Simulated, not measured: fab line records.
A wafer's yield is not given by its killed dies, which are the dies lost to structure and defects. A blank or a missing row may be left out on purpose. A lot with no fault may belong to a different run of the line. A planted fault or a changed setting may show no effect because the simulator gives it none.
The same fault as seen by 2 desks -- flow sky130 -- numbers are kept per desk, each desk with only its own; the story behind them comes last

AT THE TOOL OWNER'S DESK: lpcvd-01
The tool's own readings at SKY_POLY_GATE_CVD_00 (deposits poly-Si, target thk 180 nm, time 720 s): means of the sampled wafers that have a number, for each lot that ran on this tool. Marked OUT: a lot whose mean sits more than 4 standard deviations from the usual mean, which makes it out of limits; the brackets give that distance.
Columns: A = pressure-mtorr at SKY_POLY_GATE_CVD_00, usual 200.0 mTorr; B = spike-tc-lower-C at SKY_POLY_GATE_CVD_00, usual 620.4 C
lot,first seen here,A,B
L235,day 15 04:46,200.1,622.0
L238,day 16 00:25,159.4 (-99 or more) OUT,619.5
L240,day 16 18:56,160.2 (-99 or more) OUT,620.1
L247,day 19 10:05,200.4,622.0
L248,day 19 18:53,200.4,618.9
L249,day 20 06:19,200.2,621.7
L250,day 20 20:31,200.1,618.6
L251,day 21 00:22,200.0,622.1
L252,day 21 04:35,200.1,619.5
L253,day 21 13:02,199.9,621.8
L254,day 21 19:05,199.4,618.7
This desk finds L238, L240 out of limits, L238 being first, at day 16 00:25 (pressure-mtorr at SKY_POLY_GATE_CVD_00). Within limits: L235, L247, L248, L249, L250, L251, L252, L253, L254.

METROLOGY DESK
Means of the sampled wafers that have a number, per lot and without regard to the tool the lot ran on: this is what the gauges read. Marked OUT: a lot whose mean sits more than 4 standard deviations from the usual mean, which makes it out of limits; the brackets give that distance.
Columns: A = VT_ADJUST_HVTP_OVL at SKY_VT_ADJUST_HVTP_OVL_MEAS_08, usual 0.8 nm; B = VT_ADJUST_PCH_OVL at SKY_VT_ADJUST_PCH_OVL_MEAS_07, usual 0.3 nm; C = SONOS_ONO_CVD_04_THK at SKY_SONOS_ONO_THK_MEAS_05, usual 5.66 nm; D = POLY_GATE_CVD_00_THK at SKY_POLY_GATE_THK_MEAS_01, usual 181.0 nm
lot,first seen here,A,B,C,D
L235,day 7 03:04,-0.8,-0.3,5.50,182.2
L238,day 7 21:14,1.0,-1.1,5.74,162.2 (-9.9) OUT
L240,day 8 08:19,2.9,-2.2,5.67,162.7 (-9.6) OUT
L247,day 10 05:41,0.9,2.2,5.66,181.6
L248,day 10 12:52,0.0,0.5,5.58,184.0
L249,day 10 21:58,-0.5,-0.4,5.52,180.8
L250,day 11 07:01,3.4,1.1,5.71,179.8
L251,day 11 08:19,1.6,0.6,5.95,183.2
L252,day 11 12:50,1.7,2.1,5.69,182.1
L253,day 11 18:46,0.1,1.3,5.66,180.5
L254,day 12 02:25,0.1,-1.8,5.91,182.6
This desk's finding: out of limits on L238, L240; first on L238, day 16 01:37 (POLY_GATE_CVD_00_THK at SKY_POLY_GATE_THK_MEAS_01). Within limits: L235, L247, L248, L249, L250, L251, L252, L253, L254.

PUT TOGETHER
An alarm could have come from the tool owner's desk at day 16 00:25, on L238, L240.
Metrology desk: alarm possible at day 16 01:37 on L238, L240.
All the named lots went through SKY_POLY_GATE_CVD_00 on lpcvd-01.

WHAT THE SIMULATOR HAD INSERTED
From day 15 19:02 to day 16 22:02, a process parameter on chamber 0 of lpcvd-01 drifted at SKY_POLY_GATE_CVD_00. From 200, the setting pressure-mtorr moved by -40.
Lots struck among those shown: L238, L240.
Hours from the fault's start to each desk's first reading out of limits: the tool owner's desk, 5; the metrology desk, 7.
